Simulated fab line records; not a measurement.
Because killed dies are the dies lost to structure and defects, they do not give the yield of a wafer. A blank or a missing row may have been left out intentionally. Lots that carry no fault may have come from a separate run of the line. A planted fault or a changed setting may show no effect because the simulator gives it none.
Matching of chambers :: flow sky130 :: cmp-01 running SKY_VIA1_CMP_24: 4 sister chambers
The step polishes, stops on SiO2, t overpolish 15 s, target thk 0 nm. 30 wafers are shown with their chamber, then 12 later ones without.

## WAFERS, EACH WITH ITS CHAMBER
wafer: L074.3
chamber: 2
motor-current-A (A): 9.6
time-to-endpoint-s (s): 66
overpolish-run-s (s): 15.000

wafer: L074.4
chamber: 3
motor-current-A (A): 9.8
time-to-endpoint-s (s): 68
overpolish-run-s (s): 15.005

wafer: L074.5
chamber: 2
motor-current-A (A): 9.1
time-to-endpoint-s (s): 64
overpolish-run-s (s): 14.996

wafer: L076.4
chamber: 3
motor-current-A (A): 9.8
time-to-endpoint-s (s): 66
overpolish-run-s (s): 15.011

wafer: L076.5
chamber: 2
motor-current-A (A): 9.8
time-to-endpoint-s (s): 64
overpolish-run-s (s): 15.009

wafer: L076.6
chamber: 3
motor-current-A (A): 9.7
time-to-endpoint-s (s): 68
overpolish-run-s (s): 14.999

wafer: L080.2
chamber: 2
motor-current-A (A): 9.3
time-to-endpoint-s (s): 68
overpolish-run-s (s): 15.012

wafer: L080.5
chamber: 2
motor-current-A (A): 9.5
time-to-endpoint-s (s): 69
overpolish-run-s (s): 14.997

wafer: L080.6
chamber: 1
motor-current-A (A): 11.1
time-to-endpoint-s (s): 70
overpolish-run-s (s): 14.991

wafer: L081.1
chamber: 0
motor-current-A (A): 9.8
time-to-endpoint-s (s): 64
overpolish-run-s (s): 15.000

wafer: L081.4
chamber: 1
motor-current-A (A): 10.9
time-to-endpoint-s (s): 67
overpolish-run-s (s): 15.019

wafer: L081.6
chamber: 1
motor-current-A (A): 11.5
time-to-endpoint-s (s): 69
overpolish-run-s (s): 14.996

wafer: L082.1
chamber: 1
motor-current-A (A): 10.9
time-to-endpoint-s (s): 71
overpolish-run-s (s): 15.017

wafer: L082.5
chamber: 3
motor-current-A (A): 9.8
time-to-endpoint-s (s): 72
overpolish-run-s (s): 14.984

wafer: L082.6
chamber: 0
motor-current-A (A): 10.6
time-to-endpoint-s (s): 65
overpolish-run-s (s): 15.006

wafer: L083.2
chamber: 2
motor-current-A (A): 10.0
time-to-endpoint-s (s): 68
overpolish-run-s (s): 14.995

wafer: L083.3
chamber: 3
motor-current-A (A): 9.8
time-to-endpoint-s (s): 72
overpolish-run-s (s): 15.004

wafer: L083.5
chamber: 1
motor-current-A (A): 11.5
time-to-endpoint-s (s): 72
overpolish-run-s (s): 15.015

wafer: L087.2
chamber: 3
motor-current-A (A): 9.7
time-to-endpoint-s (s): 71
overpolish-run-s (s): 14.985

wafer: L087.3
chamber: 2
motor-current-A (A): 10.1
time-to-endpoint-s (s): 68
overpolish-run-s (s): 15.008

wafer: L087.4
chamber: 1
motor-current-A (A): 11.3
time-to-endpoint-s (s): 70
overpolish-run-s (s): 15.014

wafer: L091.1
chamber: 1
motor-current-A (A): 11.3
time-to-endpoint-s (s): 69
overpolish-run-s (s): 15.001

wafer: L091.3
chamber: 3
motor-current-A (A): 10.1
time-to-endpoint-s (s): 69
overpolish-run-s (s): 14.998

wafer: L091.6
chamber: 3
motor-current-A (A): 9.8
time-to-endpoint-s (s): 70
overpolish-run-s (s): 14.991

wafer: L090.1
chamber: 3
motor-current-A (A): 9.4
time-to-endpoint-s (s): 72
overpolish-run-s (s): 15.000

wafer: L090.3
chamber: 1
motor-current-A (A): 11.1
time-to-endpoint-s (s): 72
overpolish-run-s (s): 14.989

wafer: L090.6
chamber: 1
motor-current-A (A): 11.5
time-to-endpoint-s (s): 69
overpolish-run-s (s): 14.997

wafer: L092.1
chamber: 2
motor-current-A (A): 9.8
time-to-endpoint-s (s): 67
overpolish-run-s (s): 15.002

wafer: L092.5
chamber: 2
motor-current-A (A): 9.5
time-to-endpoint-s (s): 67
overpolish-run-s (s): 15.019

wafer: L092.6
chamber: 1
motor-current-A (A): 11.5
time-to-endpoint-s (s): 71
overpolish-run-s (s): 14.989

SIGNATURES (means of the wafers above)
reading: motor-current-A
chamber 0: 10.200
chamber 1: 11.260
chamber 2: 9.633
chamber 3: 9.767
scatter within a chamber: 0.275

reading: time-to-endpoint-s
chamber 0: 64.50
chamber 1: 70.00
chamber 2: 66.78
chamber 3: 69.78
scatter within a chamber: 1.81

reading: overpolish-run-s
chamber 0: 15.00300
chamber 1: 15.00280
chamber 2: 15.00422
chamber 3: 14.99744
scatter within a chamber: 0.00995
Rule: for a wafer and a chamber, the distance is found by dividing, reading by reading, the gap between the wafer's reading and the chamber's mean by the reading's scatter, squaring, summing and taking the root. The wafer belongs to the nearest chamber; if the next one is less than 2 further off, it can't be placed. How the scatter is found: for the shown wafers, subtract from each reading the mean of its chamber, square and add these, divide the total by (wafers less chambers), then take the root.

## WAFERS WHOSE CHAMBER IS MISSING
wafer: L093.2
motor-current-A (A): 10.6
time-to-endpoint-s (s): 70
overpolish-run-s (s): 15.002

wafer: L093.3
motor-current-A (A): 9.8
time-to-endpoint-s (s): 64
overpolish-run-s (s): 14.999

wafer: L093.6
motor-current-A (A): 9.5
time-to-endpoint-s (s): 69
overpolish-run-s (s): 14.998

wafer: L094.2
motor-current-A (A): 11.5
time-to-endpoint-s (s): 71
overpolish-run-s (s): 15.004

wafer: L094.5
motor-current-A (A): 11.2
time-to-endpoint-s (s): 73
overpolish-run-s (s): 14.993

wafer: L094.6
motor-current-A (A): 9.1
time-to-endpoint-s (s): 73
overpolish-run-s (s): 14.984

wafer: L095.2
motor-current-A (A): 9.8
time-to-endpoint-s (s): 64
overpolish-run-s (s): 14.992

wafer: L095.4
motor-current-A (A): 11.0
time-to-endpoint-s (s): 62
overpolish-run-s (s): 15.004

wafer: L095.5
motor-current-A (A): 10.8
time-to-endpoint-s (s): 68
overpolish-run-s (s): 14.990

wafer: L097.1
motor-current-A (A): 11.5
time-to-endpoint-s (s): 71
overpolish-run-s (s): 14.992

wafer: L097.3
motor-current-A (A): 9.4
time-to-endpoint-s (s): 67
overpolish-run-s (s): 14.995

wafer: L097.5
motor-current-A (A): 10.2
time-to-endpoint-s (s): 62
overpolish-run-s (s): 15.021

## WHICH CHAMBER EACH WENT THROUGH
wafer: L093.2
from the rows above: can't be placed: 1 or 3 or 0 or 2
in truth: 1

wafer: L093.3
from the rows above: can't be placed: 0 or 2 or 3
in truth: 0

wafer: L093.6
from the rows above: can't be placed: 3 or 2
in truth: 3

wafer: L094.2
from the rows above: 1
in truth: 1

wafer: L094.5
from the rows above: 1
in truth: 1

wafer: L094.6
from the rows above: can't be placed: 3 or 2
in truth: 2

wafer: L095.2
from the rows above: can't be placed: 0 or 2 or 3
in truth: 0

wafer: L095.4
from the rows above: can't be placed: 0 or 1
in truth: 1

wafer: L095.5
from the rows above: can't be placed: 1 or 0 or 3
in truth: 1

wafer: L097.1
from the rows above: 1
in truth: 1

wafer: L097.3
from the rows above: can't be placed: 2 or 3
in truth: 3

wafer: L097.5
from the rows above: can't be placed: 0 or 2
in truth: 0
Correct placement for 3 of the 12. From these rows, 9 cannot be placed; in 9 the true chamber is one of the candidates. 0 placed wrongly.
